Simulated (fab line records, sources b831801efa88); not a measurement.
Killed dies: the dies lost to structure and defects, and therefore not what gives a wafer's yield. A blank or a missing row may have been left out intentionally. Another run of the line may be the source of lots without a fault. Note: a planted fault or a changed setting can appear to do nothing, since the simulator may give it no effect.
The tool behind it: which one? -- flow gf180mcu -- 14 lots, 42 wafers sampled, at 5 steps of a route of 602

== WHAT THE GAUGES READ, wafer by wafer ==
GF_HV_LDD_CD_MEAS_07: the cd target is 400 nm. Usual: 399.8 nm for cd_nm, sd 2.3.
lot,measured,on,cd_nm (nm),flag
L550,day 10 07:30,cd_sem-02,401.9 402.2 402.3,
L551,day 10 14:57,cd_sem-01,399.8 401.5 403.0,
L552,day 10 15:15,cd_sem-01,395.3 396.5 394.6,
L555,day 12 04:07,cd_sem-02,397.0 397.3 398.4,
L557,day 12 08:17,cd_sem-02,398.1 397.6 398.3,
L562,day 13 17:13,cd_sem-02,396.8 395.0 397.0,
L563,day 13 17:49,cd_sem-01,395.2 398.2 396.9,
L564,day 14 10:55,cd_sem-01,396.7 398.0 398.0,
L565,day 15 01:34,cd_sem-02,399.7 399.9 401.9,
L569,day 15 16:50,cd_sem-02,398.5 400.6 397.2,
L568,day 15 17:09,cd_sem-01,397.4 398.2 398.6,
L570,day 16 15:36,cd_sem-01,395.9 398.1 396.1,
L572,day 16 20:32,cd_sem-02,400.1 398.1 400.0,
L571,day 16 21:01,cd_sem-01,402.2 400.7 401.8,

GF_PSD_CD_MEAS_07: the cd target is 400 nm. Usual: 400.0 nm for cd_nm, sd 2.3.
lot,measured,on,cd_nm (nm),flag
L550,day 14 10:41,cd_sem-01,401.2 401.8 400.6,
L551,day 14 16:20,cd_sem-01,400.4 401.0 399.7,
L552,day 14 17:07,cd_sem-02,401.7 401.3 401.2,
L555,day 16 12:52,cd_sem-01,- - -,OFF
L557,day 16 18:25,cd_sem-02,- - -,OFF
L562,day 18 06:56,cd_sem-02,397.8 396.7 393.9,
L563,day 18 08:34,cd_sem-02,398.3 400.3 400.2,
L564,day 19 05:34,cd_sem-02,396.5 397.4 397.8,
L565,day 19 23:47,cd_sem-01,403.6 404.0 403.9,
L569,day 20 20:35,cd_sem-01,397.7 398.3 397.4,
L568,day 20 21:48,cd_sem-02,403.1 400.8 403.5,
L570,day 21 20:35,cd_sem-01,402.5 401.8 400.5,
L572,day 22 00:38,cd_sem-01,398.6 402.2 400.2,
L571,day 22 02:34,cd_sem-02,395.3 397.1 398.1,

GF_SAB_OVL_MEAS_10. Usual: SAB_OVL 0.6 nm, standard deviation 1.5.
lot,measured,on,SAB_OVL (nm),flag
L550,day 15 07:28,overlay-01,3.1 3.8 1.1,
L551,day 15 14:19,overlay-02,1.6 -0.1 2.0,
L552,day 15 14:55,overlay-01,-1.1 2.8 1.4,
L555,day 17 12:18,overlay-01,-0.3 0.3 0.3,
L557,day 17 17:21,overlay-01,1.5 2.5 -0.6,
L562,day 19 07:33,overlay-01,2.0 0.5 5.0,
L563,day 19 10:12,overlay-02,1.3 -0.6 0.3,
L564,day 20 07:04,overlay-01,-0.4 1.0 -0.5,
L565,day 21 00:33,overlay-01,-0.7 0.8 -1.3,
L569,day 21 21:09,overlay-01,-3.3 1.2 -0.5,
L568,day 21 22:13,overlay-02,0.2 -0.6 0.5,
L570,day 22 20:25,overlay-01,-2.1 0.5 -1.4,
L572,day 23 00:43,overlay-01,0.2 1.5 2.1,
L571,day 23 02:15,overlay-01,2.5 0.4 1.4,

== EACH LOT AND THE TOOL THAT RAN IT (in order: tool; ch and the chambers of the sampled wafers; start) ==
lot,GF_HV_LDD_STRIP_22,GF_PSD_COAT_02
L550,"plasma_asher-04 ch 0,1, day 11 02:07","litho_track-01 ch 0, day 14 00:26"
L551,"plasma_asher-02 ch 0,1, day 11 09:41","litho_track-04 ch 0, day 14 06:42"
L552,"plasma_asher-04 ch 0,1, day 11 09:44","litho_track-04 ch 0, day 14 07:18"
L555,"plasma_asher-03 ch 0,1, day 12 22:55","litho_track-01, day 16 01:44"
L557,"plasma_asher-03 ch 0,1, day 13 03:25","litho_track-02, day 16 07:20"
L562,"plasma_asher-04 ch 0,1, day 14 12:50","litho_track-01 ch 0, day 17 18:47"
L563,"plasma_asher-03 ch 0,1, day 14 13:34","litho_track-01 ch 0, day 17 20:20"
L564,"plasma_asher-04 ch 0,1, day 15 07:37","litho_track-01 ch 0, day 18 17:53"
L565,"plasma_asher-02 ch 0, day 15 23:28","litho_track-02 ch 0, day 19 11:11"
L569,"plasma_asher-04 ch 0,1, day 16 15:20","litho_track-04 ch 0, day 20 08:16"
L568,"plasma_asher-02 ch 0, day 16 15:35","litho_track-02 ch 0, day 20 09:10"
L570,"plasma_asher-02 ch 0,1, day 17 15:11","litho_track-01 ch 0, day 21 08:36"
L572,"plasma_asher-04 ch 0,1, day 17 19:08","litho_track-04 ch 0, day 21 12:34"
L571,"plasma_asher-02 ch 0,1, day 17 20:20","litho_track-01 ch 0, day 21 14:38"
- GF_HV_LDD_STRIP_22: strips in O2/N2.
- GF_PSD_COAT_02: resist thk 1000 nm.

== AS READ BY THE TOOLS THEMSELVES (means over the sampled wafers that have a number; for cases with no such wafer, the mark the record gives instead) ==
GF_HV_LDD_STRIP_22. Usual: drypump_motor_current_A 5.7 A, standard deviation 0.36; heater_power_w 333 W, standard deviation 18; oes_product_au 0.716 a.u., standard deviation 0.0043; platen_temp_c 250.00 C, standard deviation 0.18; strip_time_to_endpoint_s 12.632 s, standard deviation 0.026.
lot,tool,drypump_motor_current_A (A),heater_power_w (W),oes_product_au (a.u.),platen_temp_c (C),strip_time_to_endpoint_s (s),flag
L550,plasma_asher-04,5.3,328,0.715,249.87,12.642,
L551,plasma_asher-02,5.8,331,0.717,250.06,12.642,
L552,plasma_asher-04,5.6,313,0.717,249.96,12.637,
L555,plasma_asher-03,5.8,355,0.713,249.75,12.637,
L557,plasma_asher-03,5.8,356,0.719,250.13,12.661,
L562,plasma_asher-04,5.6,312,0.719,249.81,12.618,
L563,plasma_asher-03,5.5,353,0.716,250.14,12.628,
L564,plasma_asher-04,5.6,316,0.717,249.91,12.648,
L565,plasma_asher-02,6.2,340,0.712,249.87,12.589,
L569,plasma_asher-04,5.4,327,0.718,250.11,12.642,
L568,plasma_asher-02,6.2,343,0.717,250.22,12.626,
L570,plasma_asher-02,6.0,334,0.713,249.82,12.604,
L572,plasma_asher-04,5.4,327,0.718,249.92,12.637,
L571,plasma_asher-02,6.0,337,0.717,250.18,12.635,

GF_PSD_COAT_02. Usual: chill_plate_temp_C 23.00 C, standard deviation 0.099; dispense_pressure_kPa 49.8 kPa, standard deviation 2.7; resist_line_temp_C 22.97 C, standard deviation 0.11.
lot,tool,chill_plate_temp_C (C),dispense_pressure_kPa (kPa),resist_line_temp_C (C),flag
L550,litho_track-01,22.87,47.3,22.97,
L551,litho_track-04,22.82,53.2,22.93,
L552,litho_track-04,23.05,53.3,22.96,
L555,litho_track-01,-,-,-,OFF
L557,litho_track-02,-,-,-,OFF
L562,litho_track-01,23.13,47.3,23.04,
L563,litho_track-01,23.01,47.3,22.99,
L564,litho_track-01,22.94,47.3,22.90,
L565,litho_track-02,22.98,48.3,22.95,
L569,litho_track-04,22.91,53.2,23.07,
L568,litho_track-02,22.92,48.3,22.90,
L570,litho_track-01,23.09,47.3,22.99,
L572,litho_track-04,22.99,53.2,22.98,
L571,litho_track-01,23.09,47.3,22.87,

== THE ANSWER, worked out from the rows above alone ==
Rule: a lot counts as off when the mean over its wafers that have a number is more than 3 standard deviations away from the usual mean. A lot without any number at a reading at which 4 lots or more have one is off too. Any other lot the step has rows for is counted as sound. After the gauges, taken in route order, come the tools' own readings; for these a lot's mean is taken, as printed above. The first step at which some lot is off is used, and at that step the reading that is off furthest; a lot without a number counts as furthest.
Off: L555, L557, at GF_PSD_CD_MEAS_07 (cd_nm). Without a number there: L555, L557.
If a tool, at a process step before that reading, ran all the lots that are off and no sound lot after the first of them, it fits. Not tried: the gauges at GF_PSD_CD_MEAS_07; whatever is off there is also off at GF_PSD_COAT_02, on other tools, and gauge error can't account for it. None of those tried fits.

== WHAT THE SIMULATOR PUT IN ==
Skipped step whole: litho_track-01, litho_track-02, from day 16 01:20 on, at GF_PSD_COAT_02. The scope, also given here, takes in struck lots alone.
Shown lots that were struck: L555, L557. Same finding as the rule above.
